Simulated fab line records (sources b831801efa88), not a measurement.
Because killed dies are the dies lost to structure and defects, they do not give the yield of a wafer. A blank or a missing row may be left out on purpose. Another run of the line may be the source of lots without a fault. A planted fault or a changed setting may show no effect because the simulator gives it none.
Which tool is to blame? + flow sky130 + 13 lots with 39 wafers sampled at 3 steps, on a route of 708 steps

WHAT EACH GAUGE READ, for each wafer
SKY_SONOS_ONO_THK_MEAS_01. Usual: for SONOS_ONO_OXIDATION_THK the level is 2.58 nm and the standard deviation is 0.056.
| lot  | measured     | on            | SONOS_ONO_OXIDATION_THK (nm) | flag |
|------|--------------|---------------|------------------------------|------|
| L165 | day 11 22:11 | film_metro-02 | 2.51 2.52 2.53               |      |
| L167 | day 12 15:04 | film_metro-02 | 2.50 2.51 2.51               |      |
| L168 | day 12 20:58 | film_metro-02 | 2.54 2.51 2.54               |      |
| L169 | day 13 08:06 | film_metro-01 | 2.54 2.56 2.64               |      |
| L171 | day 13 17:54 | film_metro-01 | 2.54 2.52 2.57               |      |
| L172 | day 14 01:47 | film_metro-02 | 2.53 2.60 2.58               |      |
| L173 | day 14 10:31 | film_metro-02 | 2.49 2.54 2.47               |      |
| L174 | day 14 16:55 | film_metro-04 | 2.53 2.57 2.52               |      |
| L175 | day 15 03:38 | film_metro-02 | 2.61 2.64 2.59               |      |
| L176 | day 15 14:34 | film_metro-01 | 2.57 2.64 2.64               |      |
| L177 | day 15 18:29 | film_metro-02 | 2.58 2.62 2.59               |      |
| L180 | day 17 09:20 | film_metro-02 | 2.62 2.66 2.65               |      |
| L186 | day 18 17:47 | film_metro-02 | 2.62 2.61 2.62               |      |

SKY_GATE_OXIDE_TW_MEAS_14. Usual: for GATE_OXIDE_TW the level is 223.9 and the standard deviation is 2.1.
| lot  | measured     | on            | GATE_OXIDE_TW     | flag |
|------|--------------|---------------|-------------------|------|
| L165 | day 14 05:18 | film_metro-02 | 224.1 226.0 226.7 |      |
| L167 | day 15 02:22 | film_metro-03 | 222.2 221.5 222.2 |      |
| L168 | day 15 09:01 | film_metro-03 | 221.7 221.2 220.2 |      |
| L169 | day 15 17:09 | film_metro-03 | 222.4 222.7 221.7 |      |
| L171 | day 16 07:26 | film_metro-03 | 221.0 222.3 222.2 |      |
| L172 | day 16 12:00 | film_metro-02 | 225.8 224.9 226.8 |      |
| L173 | day 17 07:29 | film_metro-04 | 223.9 224.5 224.0 |      |
| L174 | day 17 07:44 | film_metro-03 | 222.3 222.2 222.2 |      |
| L175 | day 17 19:02 | film_metro-04 | 224.6 224.0 224.4 |      |
| L176 | day 18 04:19 | film_metro-03 | 221.4 221.5 221.7 |      |
| L177 | day 18 07:18 | film_metro-04 | 225.2 224.3 225.4 |      |
| L180 | day 20 05:04 | film_metro-02 | 226.1 227.7 227.1 |      |
| L186 | day 21 11:11 | film_metro-04 | 226.9 227.1 225.7 |      |

SKY_POLY_GATE_THK_MEAS_04. Usual: for POLY_GATE_CVD_03_THK the level is 74.6 nm and the standard deviation is 0.74.
| lot  | measured     | on            | POLY_GATE_CVD_03_THK (nm) | flag |
|------|--------------|---------------|---------------------------|------|
| L165 | day 15 12:24 | film_metro-02 | 73.2 74.0 73.1            |      |
| L167 | day 16 11:38 | film_metro-02 | 75.0 74.5 74.8            |      |
| L168 | day 16 20:13 | film_metro-03 | 74.4 75.5 74.4            |      |
| L169 | day 17 08:58 | film_metro-02 | 75.1 75.5 74.6            |      |
| L171 | day 17 19:07 | film_metro-01 | 73.2 74.3 74.6            |      |
| L172 | day 17 23:20 | film_metro-03 | 74.4 73.8 74.2            |      |
| L173 | day 18 20:15 | film_metro-03 | 75.4 75.7 75.3            |      |
| L174 | day 18 20:15 | film_metro-02 | 75.0 75.4 74.1            |      |
| L175 | day 19 07:10 | film_metro-02 | 74.8 74.7 74.2            |      |
| L176 | day 19 15:02 | film_metro-02 | 75.5 75.1 75.4            |      |
| L177 | day 19 19:43 | film_metro-01 | 75.6 75.4 75.2            |      |
| L180 | day 21 16:02 | film_metro-02 | 74.3 74.1 74.7            |      |
| L186 | day 23 03:41 | film_metro-01 | 75.3 74.2 74.3            |      |

WHICH TOOL RAN EACH LOT (tool, then ch and the chambers of the sampled wafers, then the start)
The record shows no process step preceding these readings.

AS READ BY THE TOOLS THEMSELVES (means over the sampled wafers that have a number; for cases with no such wafer, the mark the record gives instead)
The record holds no such reading with a usual standard deviation.

THE ANSWER, worked out from the rows above alone
Rule: a lot is off if the mean of its wafers that have a number lies more than 3 standard deviations from the usual mean. Also off: a lot with no number at a reading for which 4 or more lots have one. Any other lot the step has rows for is counted as sound. First the gauges in route order, then the tools' own readings, where a lot's mean is used as printed above. At the first step where some lot is off, the reading lying furthest off is the one used; lots without a number count as furthest.
No lot is off at any reading shown: from this, nothing can be told.

WHAT WAS PUT IN BY THE SIMULATOR
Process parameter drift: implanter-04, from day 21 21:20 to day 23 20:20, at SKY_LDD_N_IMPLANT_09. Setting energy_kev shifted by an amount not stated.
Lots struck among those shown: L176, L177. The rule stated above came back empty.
